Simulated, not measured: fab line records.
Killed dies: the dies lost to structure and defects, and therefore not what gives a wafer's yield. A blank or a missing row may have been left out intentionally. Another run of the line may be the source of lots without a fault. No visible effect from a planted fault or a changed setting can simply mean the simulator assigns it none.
Matching of chambers    flow gf180mcu    GF_V2_ETCH_16 on rie_diel-03: 4 sister chambers
The step etches BARC in N2/H2. 18 wafers are shown with their chamber, then 9 later ones without.

EACH WAFER AND ITS CHAMBER
wafer   chamber  drypump_motor_current_A (A)  oes_product_au (a.u.)  throttle_valve_pct (%)
L074.1  2        4.8                          0.854                  13.224
L074.3  3        5.9                          0.859                  13.226
L074.4  1        4.9                          0.856                  13.218
L079.1  3        5.9                          0.855                  13.222
L079.3  1        4.9                          0.851                  13.229
L079.6  1        4.9                          0.854                  13.241
L082.3  2        4.8                          0.858                  13.224
L082.5  1        4.9                          0.856                  13.228
L082.6  3        5.9                          0.849                  13.226
L084.1  3        5.9                          0.855                  13.225
L084.3  0        5.9                          0.854                  13.226
L084.4  2        4.8                          0.857                  13.228
L085.1  2        4.9                          0.862                  13.226
L085.3  0        5.9                          0.855                  13.211
L085.6  0        5.9                          0.853                  13.223
L087.1  0        5.9                          0.856                  13.236
L087.2  2        4.9                          0.858                  13.210
L087.4  1        4.9                          0.858                  13.226

SIGNATURES (averages over the wafers above)
reading                  chamber 0  chamber 1  chamber 2  chamber 3  scatter within a chamber
drypump_motor_current_A  5.900      4.900      4.840      5.900      0.0293
oes_product_au           0.85450    0.85500    0.85780    0.85450    0.00289
throttle_valve_pct       13.22400   13.22840   13.22240   13.22475   0.00758
Rule: a wafer's distance from a chamber is the root of the sum, over the readings, of the square of ((its reading less the chamber's mean) divided by the reading's scatter). If the next closest chamber is less than 2 further off than the closest, the wafer can't be placed; otherwise it belongs to the closest. How the scatter is found: for the shown wafers, subtract from each reading the mean of its chamber, square and add these, divide the total by (wafers less chambers), then take the root.

WAFERS WHOSE CHAMBER IS MISSING
wafer   drypump_motor_current_A (A)  oes_product_au (a.u.)  throttle_valve_pct (%)
L091.3  4.9                          0.857                  13.232
L091.5  4.9                          0.853                  13.214
L091.6  5.9                          0.859                  13.227
L092.2  4.9                          0.858                  13.232
L092.4  5.9                          0.860                  13.250
L092.5  4.9                          0.849                  13.234
L093.1  5.9                          0.848                  13.218
L093.2  4.8                          0.859                  13.219
L093.4  5.9                          0.852                  13.232

WHICH CHAMBER EACH ONE RAN IN
wafer   from the rows above      in truth
L091.3  can't be placed: 1 or 2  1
L091.5  can't be placed: 1 or 2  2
L091.6  can't be placed: 3 or 0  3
L092.2  can't be placed: 1 or 2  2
L092.4  can't be placed: 3 or 0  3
L092.5  can't be placed: 1 or 2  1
L093.1  can't be placed: 0 or 3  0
L093.2  2                        2
L093.4  can't be placed: 3 or 0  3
1 of 9 placed correctly. Can't be placed from these rows: 8 (the true chamber is among the candidates in 8). Placed wrongly: 0.
